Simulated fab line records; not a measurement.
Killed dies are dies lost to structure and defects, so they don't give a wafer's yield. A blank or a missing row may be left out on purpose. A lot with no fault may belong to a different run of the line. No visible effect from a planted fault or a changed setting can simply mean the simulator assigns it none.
fab line records -- flow sky130
record lots=14, wafers=42, lastDay=50
route steps=708 shown LDD_LDN@296 POLY_CUT@315 SD_N@352 LI_CONTACT@363 PAD_OPEN@708
lots untouched by any fault: they come from a run of this same line in which no faults occurred
startH: hours from the record's first day to the start of the lot's first wafer shown -- waitH: time in hours since the lot's previous step -- " as in the row above -- L1.1+2: a row that stands for several wafers -- - value missing, or start not given -- * or withheld: withheld -- < > ~ a bound
route shown NAME@n: NAME is a module with steps in the file, n the number in the route of the first one -- usual: mean and standard deviation over wafers with no fault -- same: alike in all rows -- chamber/n: place in a boat -- sites: the reading at each site -- _std_site: the standard deviation of these -- _edge_site: mean of outer sites minus mean of inner sites -- radiusMm: how far each site lies from the wafer's centre -- mask NAME#n: copy n -- behind: the most recent tool/chamber to have shaped the wafer -- hold: reason for holding the lot/hours on hold/outcome of the hold -- device: whichever transistor did not switch (one of n, p or np) -- end of line: tests run on the same wafers once the route is complete -- where a step has no rows: the recipe by itself -- killed: the dies lost at the first sort to structure and to defects; this is not the yield of the wafer -- map: the dies of a wafer, with x for killed, . for not killed, _ for no die there
set.NAME: the setting the step ran with; set.NAME@STEP: the setting that earlier step ran with -- model.NAME: the simulator's own value behind a step, which no gauge read
one table for each step of the route and one row for each wafer, over a sample of lots
services: when a tool's chamber went out of use (startH, in hours from the record's first day, below 0 if earlier), for how many hours, and the reason
## steps
# step SKY_LDD_LDN_OVL_MEAS_07
# usual LDD_LDN_OVL=-0.5/1.6
lot.wafer,tool,chamber,startH,waitH,LDD_LDN_OVL[nm]
L304.1,overlay-01,-,510.02,0.1,-0.2
L304.2,overlay-01,-,510.02,0.1,-0.5
L304.4,overlay-01,-,510.02,0.1,0.7
L305.3,overlay-01,-,528.35,0.1,3.6
L305.5,overlay-01,-,528.35,0.1,2.6
L305.6,overlay-01,-,528.35,0.1,3.9
L309.2,overlay-02,-,562.95,0.1,-4.2
L309.3,overlay-02,-,562.95,0.1,-1.7
L309.4,overlay-02,-,562.95,0.1,-4.2
L310.2,overlay-02,-,574.58,0.1,-0.3
L310.4,overlay-02,-,574.58,0.1,0.1
L310.6,overlay-02,-,574.58,0.1,1.0
L311.3,overlay-01,-,582.60,0.1,-1.3
L311.4,overlay-01,-,582.60,0.1,-0.7
L311.5,overlay-01,-,582.60,0.1,-1.8
L312.1,overlay-02,-,591.87,0.1,-0.6
L312.3,overlay-02,-,591.87,0.1,-0.5
L312.5,overlay-02,-,591.87,0.1,-1.9
L313.2,overlay-02,-,616.74,0.1,-0.2
L313.3,overlay-02,-,616.74,0.1,-2.3
L313.4,overlay-02,-,616.74,0.1,-1.8
L314.2,overlay-02,-,622.14,0.1,-0.8
L314.5,overlay-02,-,622.14,0.1,-1.9
L314.6,overlay-02,-,622.14,0.1,-1.1
L315.3,overlay-02,-,622.45,0.1,0.2
L315.4,overlay-02,-,622.45,0.1,0.0
L315.5,overlay-02,-,622.45,0.1,1.5
L320.1,overlay-01,-,675.29,0.1,-1.7
L320.4,overlay-01,-,675.29,0.1,-2.2
L320.5,overlay-01,-,675.29,0.1,-1.6
L321.2,overlay-01,-,677.38,0.1,0.4
L321.4,overlay-01,-,677.38,0.1,0.3
L321.5,overlay-01,-,677.38,0.1,-0.2
L322.1,overlay-02,-,681.74,0.1,-0.7
L322.3,overlay-02,-,681.74,0.1,-2.1
L322.5,overlay-02,-,681.74,0.1,0.0
L325.2,overlay-02,-,714.95,0.1,0.2
L325.3,overlay-02,-,714.95,0.1,1.2
L325.5,overlay-02,-,714.95,0.1,1.8
L327.1,overlay-01,-,731.49,0.1,0.8
L327.2,overlay-01,-,731.49,0.1,0.8
L327.5,overlay-01,-,731.49,0.1,0.8
# step SKY_POLY_CUT_CD_MEAS_08
# recipe targetCdNm=270
# usual cdNm=270.0/1.4
lot.wafer,tool,chamber,startH,waitH,cdNm
L304.1,cdSem-01,-,543.78,-,268.3
L304.2,cdSem-01,-,543.78,-,268.0
L304.4,cdSem-01,-,543.78,-,267.3
L305.3,cdSem-02,-,560.83,-,271.0
L305.5,cdSem-02,-,560.83,-,269.2
L305.6,cdSem-02,-,560.83,-,270.3
L309.2,cdSem-02,-,594.39,-,271.2
L309.3,cdSem-02,-,594.39,-,270.2
L309.4,cdSem-02,-,594.39,-,269.8
L310.2,cdSem-01,-,606.34,-,269.4
L310.4,cdSem-01,-,606.34,-,270.0
L310.6,cdSem-01,-,606.34,-,269.6
L311.3,cdSem-01,-,613.16,-,271.2
L311.4,cdSem-01,-,613.16,-,269.3
L311.5,cdSem-01,-,613.16,-,271.1
L312.1,cdSem-01,-,623.53,-,268.3
L312.3,cdSem-01,-,623.53,-,269.9
L312.5,cdSem-01,-,623.53,-,269.6
L313.2,cdSem-01,-,647.34,-,269.9
L313.3,cdSem-01,-,647.34,-,267.7
L313.4,cdSem-01,-,647.34,-,267.6
L314.2,cdSem-02,-,653.04,-,271.3
L314.5,cdSem-02,-,653.04,-,269.0
L314.6,cdSem-02,-,653.04,-,269.1
L315.3,cdSem-01,-,654.01,-,269.3
L315.4,cdSem-01,-,654.01,-,269.4
L315.5,cdSem-01,-,654.01,-,268.8
L320.1,cdSem-01,-,706.53,-,268.7
L320.4,cdSem-01,-,706.53,-,267.7
L320.5,cdSem-01,-,706.53,-,268.7
L321.2,cdSem-02,-,709.56,-,271.2
L321.4,cdSem-02,-,709.56,-,271.1
L321.5,cdSem-02,-,709.56,-,270.1
L322.1,cdSem-01,-,712.03,-,271.1
L322.3,cdSem-01,-,712.03,-,270.2
L322.5,cdSem-01,-,712.03,-,271.6
L325.2,cdSem-01,-,746.20,-,271.6
L325.3,cdSem-01,-,746.20,-,270.2
L325.5,cdSem-01,-,746.20,-,270.6
L327.1,cdSem-01,-,762.48,-,269.4
L327.2,cdSem-01,-,762.48,-,269.8
L327.5,cdSem-01,-,762.48,-,268.9
# step SKY_SD_N_IMPLANT_10
# recipe species=P, energyKev=20, doseCm2=1e+14, tiltDeg=0
lot.wafer,tool,chamber,startH,waitH
L304.1+2+4,implanter-01,0,632.30,0.1
L305.3+5+6,implanter-01,0,648.35,0.1
L309.2+3+4,implanter-03,0,681.47,0.1
L310.2+4+6,implanter-03,0,692.62,0.1
L311.3+4+5,implanter-03,0,700.30,0.1
L312.1+3+5,implanter-01,0,708.23,0.1
L313.2+3+4,implanter-01,0,731.52,0.1
L314.2+5+6,implanter-01,0,736.67,0.1
L315.3+4+5,implanter-01,0,738.03,0.1
L320.1+4+5,implanter-01,0,788.23,0.1
L321.2+4+5,implanter-03,0,791.82,0.1
L321.2+4+5,implanter-03,0,792.14,0.3
L322.1+3+5,implanter-03,0,792.89,0.1
L322.1+3+5,implanter-03,0,793.21,0.3
L325.2+3+5,implanter-03,0,826.10,0.1
L325.2+3+5,implanter-03,0,826.42,0.3
L327.1+2+5,implanter-01,0,843.50,0.1
# step SKY_SD_N_RS_MEAS_16
# recipe thkMeasGauge=four-point-probe
# usual SD_N_RS=68.65/0.14
lot.wafer,tool,chamber,startH,waitH,SD_N_RS[ohm/sq]
L304.1,filmMetro-04,-,632.84,0.1,68.73
L304.2,filmMetro-04,-,632.84,0.1,68.71
L304.4,filmMetro-04,-,632.84,0.1,68.54
L305.3,filmMetro-01,-,648.87,0.1,68.71
L305.5,filmMetro-01,-,648.87,0.1,68.70
L305.6,filmMetro-01,-,648.87,0.1,68.65
L309.2,filmMetro-04,-,682.00,0.1,68.62
L309.3,filmMetro-04,-,682.00,0.1,68.78
L309.4,filmMetro-04,-,682.00,0.1,68.63
L310.2,filmMetro-02,-,693.15,0.1,68.37
L310.4,filmMetro-02,-,693.15,0.1,68.56
L310.6,filmMetro-02,-,693.15,0.1,68.39
L311.3,filmMetro-01,-,700.82,0.1,68.79
L311.4,filmMetro-01,-,700.82,0.1,68.74
L311.5,filmMetro-01,-,700.82,0.1,68.72
L312.1,filmMetro-02,-,708.77,0.1,68.36
L312.3,filmMetro-02,-,708.77,0.1,68.55
L312.5,filmMetro-02,-,708.77,0.1,68.51
L313.2,filmMetro-04,-,732.06,0.1,68.74
L313.3,filmMetro-04,-,732.06,0.1,68.70
L313.4,filmMetro-04,-,732.06,0.1,68.67
L314.2,filmMetro-01,-,737.20,0.1,68.89
L314.5,filmMetro-01,-,737.20,0.1,68.93
L314.6,filmMetro-01,-,737.20,0.1,68.90
L315.3,filmMetro-04,-,738.56,0.1,68.70
L315.4,filmMetro-04,-,738.56,0.1,68.71
L315.5,filmMetro-04,-,738.56,0.1,68.66
L320.1,filmMetro-02,-,788.76,0.1,68.52
L320.4,filmMetro-02,-,788.76,0.1,68.55
L320.5,filmMetro-02,-,788.76,0.1,68.61
L321.2,filmMetro-02,-,793.22,0.2,65.85
L321.4,filmMetro-02,-,793.22,0.2,65.92
L321.5,filmMetro-02,-,793.22,0.2,65.80
L322.1,filmMetro-04,-,793.75,0.1,65.92
L322.3,filmMetro-04,-,793.75,0.1,66.06
L322.5,filmMetro-04,-,793.75,0.1,65.96
L325.2,filmMetro-01,-,826.95,0.1,66.05
L325.3,filmMetro-01,-,826.95,0.1,65.94
L325.5,filmMetro-01,-,826.95,0.1,66.20
L327.1,filmMetro-02,-,844.03,0.1,68.58
L327.2,filmMetro-02,-,844.03,0.1,68.53
L327.5,filmMetro-02,-,844.03,0.1,68.40
# step SKY_LI_CONTACT_THK_MEAS_01
# recipe reads=PSG_of_LI_CONTACT_HDPCVD_00
# usual LI_CONTACT_HDPCVD_THK=931/9.7
lot.wafer,tool,chamber,startH,waitH,LI_CONTACT_HDPCVD_THK[nm]
L304.1,filmMetro-01,-,633.32,0.1,913
L304.2,filmMetro-01,-,633.32,0.1,927
L304.4,filmMetro-01,-,633.32,0.1,928
L305.3,filmMetro-04,-,649.33,0.1,926
L305.5,filmMetro-04,-,649.33,0.1,936
L305.6,filmMetro-04,-,649.33,0.1,924
L309.2,filmMetro-01,-,682.47,0.1,938
L309.3,filmMetro-01,-,682.47,0.1,926
L309.4,filmMetro-01,-,682.47,0.1,927
L310.2,filmMetro-04,-,693.62,0.1,918
L310.4,filmMetro-04,-,693.62,0.1,913
L310.6,filmMetro-04,-,693.62,0.1,926
L311.3,filmMetro-04,-,701.28,0.1,936
L311.4,filmMetro-04,-,701.28,0.1,947
L311.5,filmMetro-04,-,701.28,0.1,929
L312.1,filmMetro-04,-,709.25,0.1,912
L312.3,filmMetro-04,-,709.25,0.1,932
L312.5,filmMetro-04,-,709.25,0.1,922
L313.2,filmMetro-04,-,732.53,0.1,935
L313.3,filmMetro-04,-,732.53,0.1,930
L313.4,filmMetro-04,-,732.53,0.1,940
L314.2,filmMetro-02,-,737.67,0.1,927
L314.5,filmMetro-02,-,737.67,0.1,933
L314.6,filmMetro-02,-,737.67,0.1,945
L315.3,filmMetro-04,-,739.02,0.1,918
L315.4,filmMetro-04,-,739.02,0.1,946
L315.5,filmMetro-04,-,739.02,0.1,930
L320.1,filmMetro-04,-,789.24,0.1,938
L320.4,filmMetro-04,-,789.24,0.1,954
L320.5,filmMetro-04,-,789.24,0.1,941
L321.2,filmMetro-01,-,793.70,0.1,947
L321.4,filmMetro-01,-,793.70,0.1,924
L321.5,filmMetro-01,-,793.70,0.1,943
L322.1,filmMetro-02,-,794.58,0.1,938
L322.3,filmMetro-02,-,794.58,0.1,931
L322.5,filmMetro-02,-,794.58,0.1,941
L325.2,filmMetro-01,-,827.43,0.1,938
L325.3,filmMetro-01,-,827.43,0.1,919
L325.5,filmMetro-01,-,827.43,0.1,940
L327.1,filmMetro-02,-,844.51,0.1,937
L327.2,filmMetro-02,-,844.51,0.1,947
L327.5,filmMetro-02,-,844.51,0.1,936
# step SKY_PAD_OPEN_PROBE_99
# usual killed_at_M0_to_M3=44/7.6, killed_at_M4_up=3.2/1.7, killedAtContacts=24/5.7, killedAtFrontEnd=16/3.9, killedAtOther=0.2/0.45, killedDies=87/9.5, killedOpen=47/6.9, killedShort=40/5.8
# same grossDies=492, killedAtBackSide=0
lot.wafer,tool,chamber,startH,waitH,killed_at_M0_to_M3,killed_at_M4_up,killedAtContacts,killedAtFrontEnd,killedAtOther,killedDies,killedOpen,killedShort
L309.2,prober-02,-,1099.58,0.1,36,3,23,21,1,84,46,38
L309.3,prober-02,-,1099.63,0.2,32,1,20,11,0,64,36,28
L309.4,prober-02,-,1099.68,0.2,39,2,22,19,0,82,49,33
# killed by level:class
L309.2 CONTACT:geometricParticle:open=10 POLY_GATE:geometricParticle:short=9 VIA1:geometricParticle:open=7 VIA3:geometricParticle:open=6 VIA3:geometricParticle:short=5 LI_CONTACT:geometricParticle:open=5 POLY_GATE:geometricParticle:open=4 VIA2:geometricParticle:open=4
L309.3 CONTACT:geometricParticle:open=6 VIA3:geometricParticle:open=6 LI_CONTACT:geometricParticle:open=5 METAL2:geometricParticle:short=5 VIA1:geometricParticle:open=5 VIA2:geometricParticle:open=5 POLY_GATE:geometricParticle:open=4 LI_CONTACT:geometricParticle:short=4
L309.4 CONTACT:geometricParticle:open=7 VIA3:geometricParticle:open=7 LI_CONTACT:geometricParticle:open=6 VIA1:geometricParticle:open=6 METAL2:geometricParticle:short=5 VIA2:geometricParticle:open=5 POLY_GATE:geometricParticle:open=4 FIELD_ISO:geometricParticle:short=3
## services
tool,chamber,startH,hours,kind
implanter-03,-,645.77,21.3,pm
implanter-03,-,756.44,1.8,repair
implanter-01,-,790.16,1.9,repair
implanter-01,-,792.09,4.0,pm
## key
firstSign step=SKY_SD_N_IMPLANT_10, reading=visit, direction=added
effect step=SKY_SD_N_RS_MEAS_16, reading=SD_N_RS, direction=down, sigmas=19, usual=68.65, struck=65.97
metAt SKY_SD_N_IMPLANT_10
struckLots L321,L322,L325
testerLeftOut L321,L322,L325
notActingAt SKY_LDD_LDN_OVL_MEAS_07,SKY_POLY_CUT_CD_MEAS_08,SKY_LI_CONTACT_THK_MEAS_01
fault kind=repeatedStepWhole, tool=implanter-01,implanter-03,implanter-04, chamber=-, onsetH=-, steps=SKY_SD_N_IMPLANT_10, times=1, scope=struckLotsOnly
# testerLeftOut: of these lots the tester's yield and bins aren't shown, on N5 and GAA mostly nor the transistor test; their killed dies are dies lost to structure and defects alone, not to doping, threshold or leakage, so they don't give the yield
